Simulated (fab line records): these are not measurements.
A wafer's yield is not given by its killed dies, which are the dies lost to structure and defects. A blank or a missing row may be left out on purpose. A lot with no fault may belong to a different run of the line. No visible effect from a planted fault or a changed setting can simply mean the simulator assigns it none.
Which tool was responsible? :: flow sky130 :: Sampling: 11 lots, 33 wafers, 2 of 708 route steps

WHAT EACH GAUGE READ, for each wafer
SKY_METAL1_RS_MEAS_05: measures by four-point-probe.
lot: L507
measured: day 31 18:46
on: film-metro-04
METAL1_ALCU_RS (ohm/sq): 0.1265 0.1282 0.1276

lot: L508
measured: day 32 04:22
on: film-metro-01
METAL1_ALCU_RS (ohm/sq): 0.1264 0.1242 0.1262

lot: L509
measured: day 32 23:15
on: film-metro-04
METAL1_ALCU_RS (ohm/sq): 0.1283 0.1277 0.1288

lot: L512
measured: day 33 12:38
on: film-metro-02
METAL1_ALCU_RS (ohm/sq): 0.1281 0.1272 0.1277

lot: L514
measured: day 34 12:20
on: film-metro-04
METAL1_ALCU_RS (ohm/sq): 0.1261 0.1264 0.1269

lot: L516
measured: day 34 22:14
on: film-metro-01
METAL1_ALCU_RS (ohm/sq): 0.1273 0.1278 0.1292

lot: L517
measured: day 35 02:46
on: film-metro-02
METAL1_ALCU_RS (ohm/sq): 0.1274 0.1284 0.1281

lot: L518
measured: day 35 06:33
on: film-metro-04
METAL1_ALCU_RS (ohm/sq): 0.1274 0.1266 0.1267

lot: L526
measured: day 38 00:13
on: film-metro-02
METAL1_ALCU_RS (ohm/sq): 0.1285 0.1277 0.1269

lot: L528
measured: day 38 07:12
on: film-metro-04
METAL1_ALCU_RS (ohm/sq): 0.1284 0.1286 0.1271

lot: L529
measured: day 38 17:30
on: film-metro-02
METAL1_ALCU_RS (ohm/sq): 0.1290 0.1269 0.1272

WHAT TOOL EACH LOT RAN ON (gives the tool, then ch and the chambers of the sampled wafers, and finally the start)
lot: L507
SKY_METAL1_SPUTTER_01: pvd-sputter-02, day 31 18:38

lot: L508
SKY_METAL1_SPUTTER_01: pvd-sputter-04, day 32 04:11

lot: L509
SKY_METAL1_SPUTTER_01: pvd-sputter-03, day 32 23:02

lot: L512
SKY_METAL1_SPUTTER_01: pvd-sputter-03, day 33 12:29

lot: L514
SKY_METAL1_SPUTTER_01: pvd-sputter-03, day 34 12:13

lot: L516
SKY_METAL1_SPUTTER_01: pvd-sputter-04, day 34 22:07

lot: L517
SKY_METAL1_SPUTTER_01: pvd-sputter-02, day 35 02:37

lot: L518
SKY_METAL1_SPUTTER_01: pvd-sputter-03, day 35 06:26

lot: L526
SKY_METAL1_SPUTTER_01: pvd-sputter-03, day 38 00:06

lot: L528
SKY_METAL1_SPUTTER_01: pvd-sputter-04, day 38 07:05

lot: L529
SKY_METAL1_SPUTTER_01: pvd-sputter-02, day 38 17:23
- SKY_METAL1_SPUTTER_01: material TiN, target thk 20 nm, time 16.7 s.

WHAT THE TOOLS THEMSELVES READ (means of the sampled wafers that have a number; where no wafer has one, the mark that the record gives instead)
SKY_METAL1_SPUTTER_01.
lot: L507
tool: pvd-sputter-02
throttle-valve-pct (%): 29.9

lot: L508
tool: pvd-sputter-04
throttle-valve-pct (%): 31.6

lot: L509
tool: pvd-sputter-03
throttle-valve-pct (%): 30.6

lot: L512
tool: pvd-sputter-03
throttle-valve-pct (%): 30.7

lot: L514
tool: pvd-sputter-03
throttle-valve-pct (%): 30.9

lot: L516
tool: pvd-sputter-04
throttle-valve-pct (%): 30.6

lot: L517
tool: pvd-sputter-02
throttle-valve-pct (%): 29.6

lot: L518
tool: pvd-sputter-03
throttle-valve-pct (%): 30.9

lot: L526
tool: pvd-sputter-03
throttle-valve-pct (%): 30.6

lot: L528
tool: pvd-sputter-04
throttle-valve-pct (%): 31.0

lot: L529
tool: pvd-sputter-02
throttle-valve-pct (%): 30.8

THE ANSWER, worked out from the rows above alone
Rule: the usual values come from the lots themselves. The widest of any qualifying gaps counts: lots, ordered by their means at a reading, are off when they make up no more than a third of the lots, leave a main group of 4 or more, and stand apart from it by 3 or more times the standard deviation of that group's means. A main group is skipped when, at the precision printed for the reading in the tables above, its means are all equal. A lot without any number at a reading at which 4 lots or more have one is off too. Any other lot the step has rows for is counted as sound. First the gauges in route order, then the tools' own readings, where a lot's mean is used as printed above. The first step at which some lot is off is used, and at that step the reading that is off furthest; a lot without a number counts as furthest.
Nothing can be told from this: no lot is off at any reading shown.

WHAT WAS PUT IN BY THE SIMULATOR
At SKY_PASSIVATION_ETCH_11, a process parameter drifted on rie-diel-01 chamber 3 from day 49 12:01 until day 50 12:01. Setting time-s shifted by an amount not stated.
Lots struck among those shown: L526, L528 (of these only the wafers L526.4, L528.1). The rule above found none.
